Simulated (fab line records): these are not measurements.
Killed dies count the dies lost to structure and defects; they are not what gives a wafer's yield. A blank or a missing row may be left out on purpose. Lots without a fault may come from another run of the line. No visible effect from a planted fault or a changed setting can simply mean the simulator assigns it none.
Which tool was responsible? / flow sky130 / 12 lots with 36 wafers sampled at 2 steps, on a route of 708 steps

WHAT EACH GAUGE READ, for each wafer
SKY_POLY_CUT_OVL_MEAS_09.
lot=L075; measured=day 24 04:03; on=overlay-02; POLY_CUT_OVL (nm)=0 8 1
lot=L077; measured=day 25 00:32; on=overlay-01; POLY_CUT_OVL (nm)=-5 -2 -1
lot=L079; measured=day 26 07:42; on=overlay-01; POLY_CUT_OVL (nm)=-7 1 -8
lot=L081; measured=day 26 20:08; on=overlay-01; POLY_CUT_OVL (nm)=-8 -7 -5
lot=L083; measured=day 27 20:47; on=overlay-01; POLY_CUT_OVL (nm)=-7 -5 -6
lot=L085; measured=day 27 22:05; on=overlay-01; POLY_CUT_OVL (nm)=-4 -2 -1
lot=L087; measured=day 28 17:31; on=overlay-01; POLY_CUT_OVL (nm)=-2 -6 -3
lot=L089; measured=day 30 08:26; on=overlay-01; POLY_CUT_OVL (nm)=-2 0 -1
lot=L090; measured=day 30 08:02; on=overlay-01; POLY_CUT_OVL (nm)=-6 1 -12
lot=L093; measured=day 30 19:17; on=overlay-01; POLY_CUT_OVL (nm)=-4 -5 -7
lot=L095; measured=day 32 08:20; on=overlay-02; POLY_CUT_OVL (nm)=-5 -9 -9
lot=L097; measured=day 32 13:44; on=overlay-01; POLY_CUT_OVL (nm)=5 -5 3

TOOL THAT RAN EACH LOT (tool first, then ch and the chambers of the sampled wafers, then the start)
lot=L075; SKY_VT_ADJUST_HVTR_STRIP_10=plasmaAsher-02 ch 0,1, day 9 14:15
lot=L077; SKY_VT_ADJUST_HVTR_STRIP_10=plasmaAsher-01 ch 0,1, day 10 03:16
lot=L079; SKY_VT_ADJUST_HVTR_STRIP_10=plasmaAsher-02 ch 0,1, day 11 00:03
lot=L081; SKY_VT_ADJUST_HVTR_STRIP_10=plasmaAsher-01 ch 0,1, day 11 18:58
lot=L083; SKY_VT_ADJUST_HVTR_STRIP_10=plasmaAsher-02 ch 0,1, day 12 10:13
lot=L085; SKY_VT_ADJUST_HVTR_STRIP_10=plasmaAsher-01 ch 0,1, day 12 17:09
lot=L087; SKY_VT_ADJUST_HVTR_STRIP_10=plasmaAsher-02 ch 0,1, day 13 09:03
lot=L089; SKY_VT_ADJUST_HVTR_STRIP_10=plasmaAsher-04 ch 1, day 13 23:37
lot=L090; SKY_VT_ADJUST_HVTR_STRIP_10=plasmaAsher-02 ch 0,1, day 14 14:40
lot=L093; SKY_VT_ADJUST_HVTR_STRIP_10=plasmaAsher-02 ch 0,1, day 15 10:19
lot=L095; SKY_VT_ADJUST_HVTR_STRIP_10=plasmaAsher-04 ch 0,1, day 17 00:46
lot=L097; SKY_VT_ADJUST_HVTR_STRIP_10=plasmaAsher-02 ch 0,1, day 17 02:19
- SKY_VT_ADJUST_HVTR_STRIP_10: strips in O2/N2.

THE ANSWER, worked out from the rows above alone
Rule: the lots themselves supply what counts as usual. Put in order of their means at a reading, lots are off if they are a third of the lots or fewer, leave a main group of 4 or more, and stand apart from it by a gap of 3 or more times the standard deviation of the main group's means; of several such gaps the widest counts. A main group whose means are all the same, to the digits that the tables above print for the reading, isn't used. Also off: a lot with no number at a reading for which 4 or more lots have one. Any other lot the step has rows for is counted as sound.
Across all readings shown, no lot is off: no conclusion can be drawn from this.

WHAT WAS PUT IN BY THE SIMULATOR
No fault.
